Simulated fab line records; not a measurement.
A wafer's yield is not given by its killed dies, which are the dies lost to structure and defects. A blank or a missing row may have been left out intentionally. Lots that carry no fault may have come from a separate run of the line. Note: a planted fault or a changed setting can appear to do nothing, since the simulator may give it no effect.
fab line records	flow sky130
record lots=24	wafers=72	lastDay=50
route steps=708 shown FIELD_ISO@28 LOCAL_INTERCONNECT@402 CONTACT@410 METAL1@451 VIA1@460 METAL2@499
lots that met no fault: from a run of the same line without faults
startH: the number of hours between the record's first day and the start of the first shown wafer of the lot	waitH: how many hours have passed since the lot's step before this one	" unchanged from the row above	L1.1+2: several wafers, shown together as one row	- no value present, or no start provided	* or withheld: withheld	< > ~ a bound
route shown NAME@n: NAME is a module with steps in the file, n the number in the route of the first one	usual: average and standard deviation across the fault-free wafers	same: alike in all rows	chamber/n: place in a boat	sites: the reading at each site	_std_site: their standard deviation	_edge_site: outer sites' mean less inner sites'	radiusMm: for every site, how far away it sits from the centre of the wafer	mask NAME#n: copy n	behind: the most recent tool/chamber to have shaped the wafer	hold: what put the lot on hold/how long, in hours/how the hold closed	device: names the non-switching transistor (n, p or np)	end of line: at the end of the route, the tests of the same wafers	for a step that has no rows: nothing shown but its recipe	killed: the dies lost at the first sort to structure and to defects; this is not the yield of the wafer	map: dies across one wafer; x = killed, . = not, _ = none there
set.NAME: the setting the step ran with; set.NAME@STEP: the setting that earlier step ran with	model.NAME: the simulator's own value behind a step, which no gauge read
route steps across a sampled set of lots; one table per step, one row per wafer
services: a tool's chamber out of use, with start hour (startH, from the record's first day; less than 0 if before it), hours out, and reason
## steps
# step SKY_FIELD_ISO_CMP_27
# recipe stopOn=Si3N4	tOverpolishS=16	downForcePsi=4	platenRpm=60	targetThkNm=457.8	padVelocityMS=0.94248
# usual motorCurrentA=12.1/1.6	overpolishRunS=16.001/0.0085	timeToEndpointS=110/5.3
lot.wafer	tool	chamber	startH	waitH	motorCurrentA	overpolishRunS	timeToEndpointS
L074.2	cmp-02	2	34.87	0.1	13.6	16.000	110
L074.1	"	0	"	"	12.1	15.990	118
L074.5	"	1	"	"	11.3	15.993	113
L075.1	cmp-02	3	42.44	0.1	9.9	16.012	107
L075.3	"	0	"	"	12.1	16.016	117
L075.6	"	1	"	"	12.0	16.002	114
L076.3	cmp-01	0	45.26	0.1	14.8	16.017	110
L076.4	"	1	"	"	12.0	16.002	101
L076.1	"	2	"	"	11.0	15.999	106
L077.2	cmp-01	1	50.72	0.1	13.1	16.008	97
L077.6	"	2	"	"	11.7	15.990	104
L077.5	"	3	"	"	10.6	16.014	113
L078.4	cmp-01	0	58.01	0.1	14.6	15.999	111
L078.3	"	1	"	"	13.0	16.009	103
L078.2	"	2	"	"	11.4	15.994	107
L079.4	cmp-02	1	60.71	0.0	10.6	16.003	120
L079.1	"	2	"	"	12.7	15.999	111
L079.2	"	3	"	"	10.7	16.003	114
L080.3	cmp-01	3	66.43	0.1	10.5	15.988	109
L080.4	"	1	"	"	13.5	16.004	96
L080.5	"	3	"	"	9.9	15.984	113
L081.2	cmp-02	0	73.69	0.0	13.0	16.000	117
L081.3	"	3	"	"	10.2	15.998	103
L081.6	"	0	"	"	12.5	15.996	118
L082.2	cmp-01	0	78.04	0.0	15.5	16.003	113
L082.5	"	0	"	"	15.0	16.006	112
L082.6	"	1	"	"	12.9	15.998	101
L083.3	cmp-01	3	84.73	0.0	9.4	15.991	118
L083.4	"	0	"	"	14.5	16.005	117
L083.6	"	3	"	"	10.1	16.007	113
L084.1	cmp-01	1	87.19	0.0	12.9	16.005	103
L084.3	"	3	"	"	9.7	15.989	115
L084.5	"	1	"	"	13.0	15.988	104
L085.1	cmp-01	3	93.75	0.0	9.8	15.990	114
L085.3	"	2	"	"	11.4	16.001	108
L085.6	"	3	"	"	10.3	15.999	114
L086.2	cmp-02	1	97.62	0.1	11.1	16.003	112
L086.1	"	3	"	"	10.6	15.983	103
L086.6	"	0	"	"	12.3	15.997	116
L087.4	cmp-02	3	101.97	0.0	10.2	16.008	111
L087.2	"	1	"	"	11.5	16.009	116
L087.1	"	2	"	"	12.9	16.008	107
L088.4	cmp-02	1	111.60	0.1	11.2	15.995	109
L088.6	"	0	"	"	12.3	16.002	121
L088.5	"	1	"	"	11.7	16.006	113
L089.3	cmp-01	1	115.03	0.0	13.0	16.007	102
L089.1	"	0	"	"	15.1	16.008	113
L089.6	"	2	"	"	11.0	15.987	105
L090.3	cmp-02	0	116.53	0.0	12.2	15.997	115
L090.4	"	2	"	"	13.4	15.994	109
L090.5	"	1	"	"	11.8	16.005	108
L091.4	cmp-02	1	131.68	0.1	11.0	15.999	115
L091.3	"	2	"	"	12.3	16.005	106
L091.5	"	0	"	"	12.2	15.998	112
L093.3	cmp-02	0	135.94	0.0	11.9	15.990	111
L093.1	"	2	"	"	13.3	15.997	105
L093.6	"	0	"	"	12.2	16.001	115
L092.4	cmp-01	1	136.04	0.1	13.2	15.988	99
L092.1	"	2	"	"	11.1	16.011	108
L092.6	"	3	"	"	10.2	15.997	111
L094.3	cmp-01	3	147.09	0.1	10.0	15.995	114
L094.2	"	1	"	"	13.0	16.007	104
L094.5	"	3	"	"	9.9	15.994	119
L095.4	cmp-02	2	160.83	0.0	12.7	15.990	109
L095.2	"	0	"	"	13.2	16.010	119
L095.6	"	3	"	"	10.1	16.008	107
L097.2	cmp-01	2	161.08	0.3	11.4	15.998	103
L097.3	"	3	"	"	9.7	15.988	114
L097.5	"	2	"	"	11.0	15.995	112
L096.1	cmp-02	2	161.18	0.3	13.1	16.002	113
L096.2	"	0	"	"	12.0	15.996	119
L096.6	"	2	"	"	13.1	16.004	108
# step SKY_LOCAL_INTERCONNECT_STRIP_15
# recipe chemistry=O2/N2	powerW=1400	pressureMtorr=1500	platenTempC=withheld	o2FlowSccm=3000	n2FlowSccm=300	overashFraction=0.5
# usual drypumpMotorCurrentA=5.7/0.3	oesProductAu=0.426/0.0046	stripTimeToEndpointS=4.71/0.033
lot.wafer	tool	chamber	startH	waitH	drypumpMotorCurrentA	oesProductAu	rfHoursCounterH	stripTimeToEndpointS
L074.1	plasmaAsher-01	1	699.52	0.0	5.3	0.422	59	4.67
L074.2	"	0	"	"	5.8	0.425	59	4.68
L074.5	"	1	"	"	5.3	0.429	-	4.68
L075.1	plasmaAsher-03	1	718.73	0.0	5.7	0.422	30	4.68
L075.3	"	1	"	"	5.7	0.424	-	4.67
L075.6	"	0	"	"	6.1	0.419	-	4.65
L076.1	plasmaAsher-02	1	722.52	0.0	5.5	0.424	86	4.79
L076.3	"	0	"	"	6.1	0.434	-	4.76
L076.4	"	1	"	"	5.5	0.420	-	4.72
L077.2	plasmaAsher-01	0	727.43	0.0	5.8	0.431	62	4.70
L077.5	"	0	"	"	5.8	0.431	-	4.70
L077.6	"	1	"	"	5.3	0.420	-	4.68
L078.2	plasmaAsher-01	1	736.20	0.0	5.3	0.424	63	4.68
L078.3	"	1	"	"	5.3	0.424	-	4.66
L078.4	"	0	"	"	5.8	0.428	-	4.69
L079.1	plasmaAsher-02	0	747.85	0.0	6.1	0.434	89	4.72
L079.2	"	1	"	"	5.5	0.423	89	4.75
L079.4	"	0	"	"	6.1	0.424	-	4.71
L080.3	plasmaAsher-02	0	752.68	0.1	6.1	0.423	-	4.69
L080.4	"	1	"	"	5.5	0.430	-	4.69
L080.5	"	1	"	"	5.5	0.420	-	4.71
L081.2	plasmaAsher-02	1	768.12	0.0	5.5	0.422	91	4.71
L081.3	"	0	"	"	6.1	0.434	-	4.69
L081.6	"	1	"	"	5.5	0.424	-	4.69
L082.2	plasmaAsher-03	0	774.60	0.0	6.1	0.423	36	4.73
L082.5	"	1	"	"	5.7	0.421	-	4.70
L082.6	"	0	"	"	6.1	0.426	-	4.76
L083.3	plasmaAsher-03	1	786.71	0.1	5.7	0.427	-	4.77
L083.4	"	0	"	"	6.1	0.433	-	4.74
L083.6	"	0	"	"	6.1	0.430	-	4.71
L084.1	plasmaAsher-01	0	787.02	0.0	5.8	0.423	68	4.71
L084.3	"	1	"	"	5.3	0.418	-	4.70
L084.5	"	0	"	"	5.8	0.423	-	4.70
L086.1	plasmaAsher-02	1	797.78	0.0	5.5	0.425	93	4.68
L086.2	"	0	"	"	6.1	0.432	93	4.66
L086.6	"	0	"	"	6.1	0.423	-	4.70
L085.1	plasmaAsher-01	1	800.60	0.0	5.3	0.423	69	4.73
L085.3	"	1	"	"	5.3	0.416	-	4.70
L085.6	"	1	"	"	5.3	0.428	-	4.72
L087.1	plasmaAsher-01	1	810.80	0.0	5.3	0.426	70	4.67
L087.2	"	0	"	"	5.8	0.412	70	4.67
L087.4	"	0	"	"	5.8	0.420	-	4.67
L088.4	plasmaAsher-02	1	817.86	0.1	5.5	0.424	-	4.68
L088.5	"	0	"	"	6.1	0.425	-	4.69
L088.6	"	1	"	"	5.5	0.423	-	4.70
L089.1	plasmaAsher-03	1	831.95	0.0	5.7	0.425	42	4.72
L089.3	"	0	"	"	6.1	0.422	-	4.70
L089.6	"	1	"	"	5.7	0.435	-	4.70
L090.3	plasmaAsher-01	0	833.16	0.1	5.7	0.430	-	4.81
L090.4	"	1	"	"	5.3	0.425	-	4.74
L090.5	"	0	"	"	5.8	0.426	-	4.79
L091.3	plasmaAsher-02	1	848.88	0.1	5.5	0.426	-	4.72
L091.4	"	0	"	"	6.1	0.431	-	4.72
L091.5	"	1	"	"	5.5	0.425	-	4.72
L092.1	plasmaAsher-01	1	850.20	0.0	5.3	0.420	74	4.69
L092.4	"	1	"	"	5.3	0.424	-	4.71
L092.6	"	0	"	"	5.8	0.429	-	4.70
L093.1	plasmaAsher-01	1	852.37	0.0	5.3	0.425	75	4.67
L093.3	"	0	"	"	5.8	0.429	-	4.70
L093.6	"	0	"	"	5.8	0.424	-	4.68
L094.2	plasmaAsher-01	0	881.27	0.0	5.7	0.430	77	4.77
L094.3	"	1	"	"	5.3	0.432	-	4.77
L094.5	"	1	"	"	5.3	0.431	-	4.78
L097.2	plasmaAsher-01	0	892.22	0.0	5.7	0.423	79	4.71
L097.3	"	0	"	"	5.8	0.423	-	4.73
L097.5	"	1	"	"	5.3	0.431	-	4.74
L096.1	plasmaAsher-02	0	896.00	0.0	6.1	0.420	104	4.69
L096.2	"	1	"	"	5.5	0.438	104	4.74
L096.6	"	1	"	"	5.5	0.418	-	4.75
L095.2	plasmaAsher-01	1	897.77	0.0	5.3	0.419	79	4.70
L095.4	"	1	"	"	5.3	0.420	-	4.69
L095.6	"	0	"	"	5.8	0.429	-	4.69
# step SKY_CONTACT_CMP_04
# recipe material=SiO2	downForcePsi=4	platenRpm=60	padVelocityMS=0.94248
# usual motorCurrentA=12.1/1.7	timeToEndpointS=83/5.2
lot.wafer	tool	chamber	startH	waitH	motorCurrentA	timeToEndpointS
L074.1	cmp-01	1	700.47	0.1	12.9	74
L074.2	"	2	"	"	10.8	79
L074.5	"	3	"	"	9.9	91
L075.3	cmp-01	1	719.60	0.1	12.3	78
L075.1	"	3	"	"	9.8	91
L075.6	"	1	"	"	13.3	79
L076.3	cmp-01	0	723.35	0.0	15.1	78
L076.4	"	1	"	"	12.8	71
L076.1	"	2	"	"	12.0	86
L077.2	cmp-02	1	728.35	0.1	11.5	86
L077.6	"	3	"	"	10.1	75
L077.5	"	0	"	"	13.1	88
L078.3	cmp-02	2	737.05	0.0	13.1	87
L078.2	"	3	"	"	10.4	76
L078.4	"	1	"	"	11.1	83
L079.1	cmp-01	3	748.96	0.3	9.9	87
L079.2	"	0	"	"	15.2	83
L079.4	"	2	"	"	11.7	81
L080.3	cmp-01	2	753.47	0.0	11.4	87
L080.4	"	3	"	"	10.2	92
L080.5	"	2	"	"	11.2	86
L081.3	cmp-02	0	769.02	0.1	12.8	84
L081.2	"	3	"	"	10.6	73
L081.6	"	1	"	"	11.4	81
L082.2	cmp-01	1	775.62	0.1	12.7	76
L082.5	"	0	"	"	14.7	84
L082.6	"	1	"	"	12.5	74
L083.3	cmp-01	3	787.52	0.0	10.5	86
L083.4	"	1	"	"	12.8	71
L083.6	"	3	"	"	9.7	87
L084.1	cmp-01	2	787.94	0.1	11.6	81
L084.3	"	0	"	"	14.4	88
L084.5	"	2	"	"	10.8	80
L086.1	cmp-02	0	798.65	0.1	12.4	91
L086.2	"	2	"	"	12.9	88
L086.6	"	0	"	"	12.3	94
L085.3	cmp-02	3	801.47	0.1	10.3	78
L085.1	"	0	"	"	12.1	90
L085.6	"	2	"	"	13.9	79
L087.2	cmp-02	0	811.66	0.0	12.6	86
L087.1	"	2	"	"	13.5	81
L087.4	"	3	"	"	10.6	79
L088.4	cmp-02	2	818.79	0.2	12.9	80
L088.5	"	3	"	"	10.6	79
L088.6	"	0	"	"	12.8	90
L089.3	cmp-01	0	832.84	0.1	15.6	80
L089.1	"	2	"	"	11.6	79
L089.6	"	0	"	"	15.1	80
L090.3	cmp-02	2	834.01	0.1	13.2	87
L090.4	"	0	"	"	12.2	85
L090.5	"	2	"	"	13.4	84
L091.3	cmp-02	1	849.74	0.1	11.6	88
L091.4	"	2	"	"	13.8	84
L091.5	"	1	"	"	11.5	86
L092.4	cmp-01	0	851.06	0.0	15.3	82
L092.1	"	3	"	"	9.8	90
L092.6	"	1	"	"	12.9	74
L093.3	cmp-01	2	853.34	0.1	11.7	83
L093.1	"	3	"	"	10.5	92
L093.6	"	3	"	"	10.4	88
L094.2	cmp-01	3	882.19	0.1	10.0	95
L094.3	"	0	"	"	15.0	93
L094.5	"	1	"	"	13.3	80
L097.2	cmp-02	3	893.16	0.0	10.3	77
L097.3	"	0	"	"	12.9	85
L097.5	"	3	"	"	10.0	77
L096.1	cmp-02	2	896.89	0.1	12.8	84
L096.2	"	3	"	"	9.6	77
L096.6	"	3	"	"	10.4	77
L095.2	cmp-02	0	899.27	0.1	12.7	86
L095.4	"	1	"	"	11.1	89
L095.6	"	0	"	"	12.0	86
# step SKY_METAL1_DESCUM_17
# recipe chemistry=O2	sourcePowerW=150	biasPowerW=0	pressureMtorr=10	tempC=40	timeS=8
# usual drypumpMotorCurrentA=5.93/0.17	oesProductAu=1.008/0.02
# same biasPowerW=0
lot.wafer	tool	chamber	startH	waitH	drypumpMotorCurrentA	oesProductAu	rfHoursCounterH
L074.1	rieMetal-02	1	757.28	0.0	6.12	0.966	2
L074.2	"	1	"	"	6.10	0.977	-
L074.5	"	1	"	"	6.11	0.987	-
L075.1	rieMetal-04	1	775.71	0.0	5.51	1.010	11
L075.3	"	0	"	"	6.10	1.011	-
L075.6	"	1	"	"	5.53	1.019	-
L076.1	rieMetal-03	1	779.56	0.0	5.99	1.032	3
L076.3	"	0	"	"	5.76	1.021	-
L076.4	"	1	"	"	5.99	1.025	-
L077.2	rieMetal-03	1	784.56	0.0	6.00	1.031	3
L077.5	"	1	"	"	6.02	1.014	-
L077.6	"	0	"	"	5.75	1.023	-
L078.2	rieMetal-02	0	792.66	0.0	5.88	0.991	5
L078.3	"	1	"	"	6.09	0.956	-
L078.4	"	0	"	"	5.86	1.003	-
L079.1	rieMetal-03	0	805.18	0.0	5.79	1.027	7
L079.2	"	1	"	"	5.91	1.038	4
L079.4	"	0	"	"	5.78	1.032	-
L080.3	rieMetal-02	0	809.74	0.0	5.89	0.996	-
L080.4	"	1	"	"	6.09	0.976	-
L080.5	"	1	"	"	6.12	0.978	-
L081.2	rieMetal-03	0	825.36	0.0	5.81	1.023	8
L081.3	"	1	"	"	5.98	1.028	-
L081.6	"	0	"	"	5.76	1.024	-
L082.2	rieMetal-03	0	830.53	0.0	5.80	1.017	8
L082.5	"	0	"	"	5.79	1.029	-
L082.6	"	1	"	"	5.97	1.022	-
L083.3	rieMetal-03	0	842.23	0.0	5.76	1.021	-
L083.4	"	1	"	"	6.02	1.025	-
L083.6	"	0	"	"	5.78	1.033	-
L084.1	rieMetal-02	1	842.58	0.0	6.09	0.978	5
L084.3	"	0	"	"	5.89	0.995	-
L084.5	"	1	"	"	6.13	0.970	-
L086.1	rieMetal-03	1	853.81	0.0	5.98	1.032	6
L086.2	"	0	"	"	5.82	1.027	9
L086.6	"	0	"	"	5.81	1.020	-
L085.1	rieMetal-02	1	855.13	0.0	6.11	0.976	6
L085.3	"	0	"	"	5.89	1.001	-
L085.6	"	0	"	"	5.88	1.010	-
L087.1	rieMetal-03	0	866.01	0.0	5.81	1.033	9
L087.2	"	1	"	"	5.95	1.020	6
L087.4	"	0	"	"	5.77	1.013	-
L088.4	rieMetal-04	0	872.02	0.0	6.10	1.019	-
L088.5	"	1	"	"	5.50	1.022	-
L088.6	"	0	"	"	6.11	1.015	-
L089.1	rieMetal-02	0	886.51	0.0	5.87	1.005	9
L089.3	"	1	"	"	6.13	0.971	-
L089.6	"	0	"	"	5.86	1.009	-
L090.3	rieMetal-04	0	888.43	0.0	6.08	1.006	-
L090.4	"	1	"	"	5.50	1.013	-
L090.5	"	1	"	"	5.48	1.020	-
L091.3	rieMetal-02	1	902.87	0.0	6.13	0.989	-
L091.4	"	0	"	"	5.88	1.011	-
L091.5	"	1	"	"	6.15	0.984	-
L092.1	rieMetal-04	1	903.96	0.0	5.52	1.024	15
L092.4	"	0	"	"	6.08	1.007	-
L092.6	"	1	"	"	5.52	1.021	-
L093.1	rieMetal-02	0	906.11	0.0	5.89	1.004	10
L093.3	"	0	"	"	5.89	1.004	-
L093.6	"	0	"	"	5.92	1.002	-
L094.2	rieMetal-02	0	935.49	0.0	5.83	0.998	11
L094.3	"	0	"	"	5.87	0.992	-
L094.5	"	0	"	"	5.87	0.997	-
L097.2	rieMetal-04	0	946.45	0.0	6.09	1.012	-
L097.3	"	0	"	"	6.09	1.017	-
L097.5	"	0	"	"	6.08	1.019	-
L096.1	rieMetal-03	1	948.71	0.0	5.98	1.027	9
L096.2	"	0	"	"	5.85	1.023	12
L096.6	"	1	"	"	6.00	1.031	-
L095.2	rieMetal-03	1	951.91	0.0	5.99	1.023	10
L095.4	"	1	"	"	6.01	1.026	-
L095.6	"	0	"	"	5.74	1.014	-
# step SKY_VIA1_CMP_02
# recipe material=SiO2	downForcePsi=4	platenRpm=60	padVelocityMS=0.94248
# usual motorCurrentA=12.0/1.6
lot.wafer	tool	chamber	startH	waitH	motorCurrentA
L074.1	cmp-02	3	758.50	0.1	10.2
L074.2	"	0	"	"	11.8
L074.5	"	3	"	"	10.0
L075.3	cmp-02	2	776.67	0.0	13.1
L075.1	"	0	"	"	12.3
L075.6	"	2	"	"	13.4
L076.1	cmp-01	0	780.61	0.1	14.8
L076.3	"	1	"	"	12.0
L076.4	"	2	"	"	10.6
L077.2	cmp-02	1	785.73	0.2	11.8
L077.6	"	2	"	"	13.0
L077.5	"	3	"	"	10.6
L078.2	cmp-01	2	794.09	0.0	10.9
L078.4	"	3	"	"	9.6
L078.3	"	0	"	"	14.9
L079.2	cmp-01	3	806.19	0.1	9.8
L079.1	"	0	"	"	15.4
L079.4	"	1	"	"	13.6
L080.4	cmp-01	3	810.75	0.1	9.8
L080.3	"	1	"	"	13.3
L080.5	"	2	"	"	11.1
L081.2	cmp-02	1	826.31	0.0	11.2
L081.3	"	0	"	"	12.4
L081.6	"	1	"	"	11.4
L082.2	cmp-01	3	831.50	0.0	10.2
L082.5	"	3	"	"	9.8
L082.6	"	0	"	"	15.6
L083.4	cmp-01	0	843.25	0.1	14.5
L083.3	"	2	"	"	11.6
L083.6	"	3	"	"	9.8
L084.1	cmp-01	0	843.54	0.1	15.7
L084.3	"	2	"	"	10.9
L084.5	"	1	"	"	12.8
L086.2	cmp-02	0	854.89	0.1	11.9
L086.1	"	1	"	"	11.3
L086.6	"	3	"	"	10.0
L085.1	cmp-01	0	856.12	0.1	15.3
L085.3	"	3	"	"	9.9
L085.6	"	1	"	"	13.8
L087.1	cmp-02	0	866.99	0.1	12.9
L087.4	"	1	"	"	11.7
L087.2	"	3	"	"	9.9
L088.4	cmp-02	3	873.15	0.1	10.2
L088.6	"	1	"	"	11.9
L088.5	"	2	"	"	13.2
L089.1	cmp-02	1	887.51	0.1	11.1
L089.3	"	2	"	"	12.8
L089.6	"	0	"	"	12.6
L090.3	cmp-02	3	889.53	0.1	9.9
L090.4	"	1	"	"	11.4
L090.5	"	3	"	"	10.7
L091.3	cmp-02	1	903.90	0.1	11.6
L091.4	"	3	"	"	10.2
L091.5	"	1	"	"	11.2
L092.4	cmp-02	3	905.01	0.0	9.9
L092.1	"	0	"	"	12.6
L092.6	"	3	"	"	10.0
L093.1	cmp-02	1	907.10	0.1	11.0
L093.3	"	2	"	"	13.1
L093.6	"	1	"	"	11.4
L094.3	cmp-02	0	936.51	0.1	12.4
L094.2	"	1	"	"	12.2
L094.5	"	0	"	"	12.2
L097.3	cmp-02	0	947.70	0.0	12.1
L097.2	"	3	"	"	10.3
L097.5	"	1	"	"	12.0
L096.1	cmp-01	2	949.77	0.1	11.2
L096.2	"	3	"	"	9.9
L096.6	"	0	"	"	15.5
L095.4	cmp-02	2	952.92	0.1	13.4
L095.2	"	3	"	"	10.2
L095.6	"	2	"	"	12.8
# step SKY_METAL2_OVL_MEAS_16
# usual METAL2_OVL=2/5.3
lot.wafer	tool	chamber	startH	waitH	METAL2_OVL[nm]
L074.1	overlay-01	-	814.32	0.1	4
L074.2	"	-	"	"	2
L074.5	"	-	"	"	0
L075.1	overlay-01	-	831.45	0.1	0
L075.3	"	-	"	"	-3
L075.6	"	-	"	"	-7
L076.1	overlay-01	-	834.90	0.1	9
L076.3	"	-	"	"	8
L076.4	"	-	"	"	12
L077.2	overlay-01	-	840.39	0.1	0
L077.5	"	-	"	"	1
L077.6	"	-	"	"	2
L078.2	overlay-02	-	848.24	0.1	-8
L078.3	"	-	"	"	-4
L078.4	"	-	"	"	-6
L079.1	overlay-02	-	859.80	0.1	8
L079.2	"	-	"	"	8
L079.4	"	-	"	"	8
L080.3	overlay-02	-	864.20	0.1	-4
L080.4	"	-	"	"	-3
L080.5	"	-	"	"	-2
L081.2	overlay-02	-	879.34	0.1	0
L081.3	"	-	"	"	-5
L081.6	"	-	"	"	-3
L082.2	overlay-01	-	885.65	0.1	-6
L082.5	"	-	"	"	-4
L082.6	"	-	"	"	-11
L083.3	overlay-01	-	896.68	0.1	-2
L083.4	"	-	"	"	-4
L083.6	"	-	"	"	6
L084.1	overlay-01	-	897.97	0.1	-5
L084.3	"	-	"	"	3
L084.5	"	-	"	"	-4
L086.1	overlay-02	-	908.45	0.1	2
L086.2	"	-	"	"	6
L086.6	"	-	"	"	3
L085.1	overlay-02	-	909.15	0.1	2
L085.3	"	-	"	"	4
L085.6	"	-	"	"	5
L087.1	overlay-01	-	919.83	0.1	15
L087.2	"	-	"	"	6
L087.4	"	-	"	"	12
L088.4	overlay-02	-	926.22	0.1	2
L088.5	"	-	"	"	1
L088.6	"	-	"	"	7
L089.1	overlay-02	-	940.40	0.1	11
L089.3	"	-	"	"	3
L089.6	"	-	"	"	8
L090.3	overlay-02	-	941.78	0.1	-3
L090.4	"	-	"	"	6
L090.5	"	-	"	"	6
L091.3	overlay-02	-	955.28	0.1	2
L091.4	"	-	"	"	2
L091.5	"	-	"	"	4
L092.1	overlay-02	-	957.55	0.1	3
L092.4	"	-	"	"	10
L092.6	"	-	"	"	7
L093.1	overlay-02	-	958.48	0.1	0
L093.3	"	-	"	"	-2
L093.6	"	-	"	"	1
L094.2	overlay-01	-	986.36	0.1	2
L094.3	"	-	"	"	-5
L094.5	"	-	"	"	-3
L097.2	overlay-02	-	996.89	0.1	8
L097.3	"	-	"	"	5
L097.5	"	-	"	"	8
L096.1	overlay-02	-	999.98	0.1	0
L096.2	"	-	"	"	6
L096.6	"	-	"	"	6
L095.2	overlay-01	-	1004.14	0.1	-2
L095.4	"	-	"	"	-4
L095.6	"	-	"	"	-4
## services
tool	chamber	startH	hours	kind
cmp-02	-	22.79	1.7	repair
cmp-01	-	30.65	4.8	pm
cmp-01	-	37.23	3.2	pm
cmp-02	-	44.55	1.9	repair
cmp-01	-	54.16	2.2	repair
cmp-02	-	64.00	4.0	pm
cmp-02	-	77.87	2.2	repair
cmp-02	-	86.03	6.2	pm
cmp-02	-	117.13	5.1	pm
cmp-02	-	172.41	2.1	repair
cmp-02	-	221.42	2.3	repair
cmp-02	-	253.51	3.7	repair
cmp-02	-	254.79	0.8	repair
cmp-02	-	373.84	1.2	repair
cmp-02	-	404.17	4.0	pm
cmp-02	-	486.13	4.5	pm
cmp-02	-	492.47	0.9	repair
cmp-02	-	502.80	4.0	repair
cmp-02	-	544.20	19.0	pm
cmp-02	-	570.20	4.4	repair
cmp-02	-	665.39	1.9	repair
cmp-02	-	742.07	7.5	pm
cmp-02	-	749.54	4.0	pm
cmp-02	-	855.13	5.5	pm
## key
fault none
